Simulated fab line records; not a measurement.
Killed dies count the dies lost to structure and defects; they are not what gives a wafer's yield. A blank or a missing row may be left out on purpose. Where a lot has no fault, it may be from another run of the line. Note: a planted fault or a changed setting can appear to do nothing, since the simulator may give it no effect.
Code-filled problem report in 8D (eight disciplines) form / flow sky130 / the parts of the form that need people (team, actions taken, sign-off) are left out

== 1. WHAT WENT WRONG ==
LI_CONTACT_HDPCVD_THK at SKY_LI_CONTACT_THK_MEAS_01 reads a mean of 1303 nm on 3 wafers of 2 lots; wafers without a fault read 930 nm with a standard deviation of 10. That puts it +37 standard deviations away from the usual mean.
Earliest sighting: wafer L251.3 on film-metro-04 at day 34 10:10. At this step, 33 wafers from 11 lots have a number in the record. Rule for "out" (also "out of limits"): further than 4 standard deviations from the usual mean. The rest of the wafers with a number are treated as sound.

== 2. WHAT IT IS, AND WHAT IT ISN'T ==
question=which readings at this step | is=LI_CONTACT_HDPCVD_THK | is not=-
question=which lots | is=L251, L252 | is not=L233, L234, L236, L237, L238, L240, L245, L248, L254
question=which wafers of those lots | is=L251.3, L251.5, L252.1 | is not=L251.2, L252.2, L252.6
question=read on which gauges | is=film-metro-04 | is not=film-metro-01, film-metro-02
question=when | is=from day 34 10:10 | is not=up to then (25 sound wafers); but 5 sound wafers of L252, L254 came after

== 3. SUSPECTS, AND WHAT RULES EACH OUT ==
Counting: if a tool at a process step up to the reading ran every lot that is out, it stays a suspect. Sound lots after the first of them don't rule it out here, since some wafers of a struck lot are sound.
- ruled out: the gauge at SKY_LI_CONTACT_THK_MEAS_01. All the wafers that are out were read on film-metro-04, but those of them that SKY_LI_CONTACT_HDPCVD_00 has rows for are out there too, on other tools.
- hdpcvd-02 at SKY_LI_CONTACT_HDPCVD_00 (deposits PSG, target thk 930 nm, time 155 s): kept. It ran every lot that is out, first L251 (day 34 10:03); its last sound lot up to then is L248 (day 33 02:10). On those wafers its own readings are out: run-length-s.
- Within hdpcvd-02 at SKY_LI_CONTACT_HDPCVD_00, the wafers that are out were processed in chamber 0 and their sound lot-mates in chamber 2.
The count leaves hdpcvd-02 at SKY_LI_CONTACT_HDPCVD_00.

== 4. THE CAUSE (what the simulator had put in) ==
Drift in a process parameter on hdpcvd-02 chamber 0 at SKY_LI_CONTACT_HDPCVD_00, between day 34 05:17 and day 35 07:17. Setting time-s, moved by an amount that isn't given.
After counting, this tool was the only one left.

== 5. THE CHAIN OF EFFECTS, in route order ==
Each row: a reading whose mean over the struck wafers that have a number lies more than 3 standard deviations from the usual. Only readings whose record carries a usual standard deviation are examined. hours: median over the lots of the time between each lot's start at the first step of this table that gives one and its start at this step. sigmas: the change, counted in usual standard deviations.
hours=0; step=SKY_LI_CONTACT_HDPCVD_00; reading=run-length-s; usual=182.9 s; on struck wafers=244.2; change=+61.3; sigmas=+99 or more
hours=0; step=SKY_LI_CONTACT_THK_MEAS_01; reading=LI_CONTACT_HDPCVD_THK; usual=930 nm; on struck wafers=1303; change=+373; sigmas=+37
hours=0; step=SKY_LI_CONTACT_CMP_02; reading=time-to-endpoint-s; usual=34.3 s; on struck wafers=75.1; change=+40.8; sigmas=+16
Here are the process steps it includes:
- SKY_LI_CONTACT_HDPCVD_00: deposits PSG, target thk 930 nm, time 155 s.
- SKY_LI_CONTACT_CMP_02: polishes PSG.

== 6. WHAT WOULD HAVE CAUGHT IT SOONER ==
Counted from the fault's start at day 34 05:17, it took 5 hours until the first out-of-limits reading at a measuring or inspecting step in this record, taken at day 34 10:10.
At SKY_LI_CONTACT_HDPCVD_00, the tool's own readings (run-length-s) were out on each struck wafer the step has a row for, so an alarm limit on them would have fired on the first such wafer.
Of the lots that are out (2), L252 began SKY_LI_CONTACT_HDPCVD_00 on hdpcvd-02 after day 34 10:10. Had the tool been put on hold then, it would have been spared.
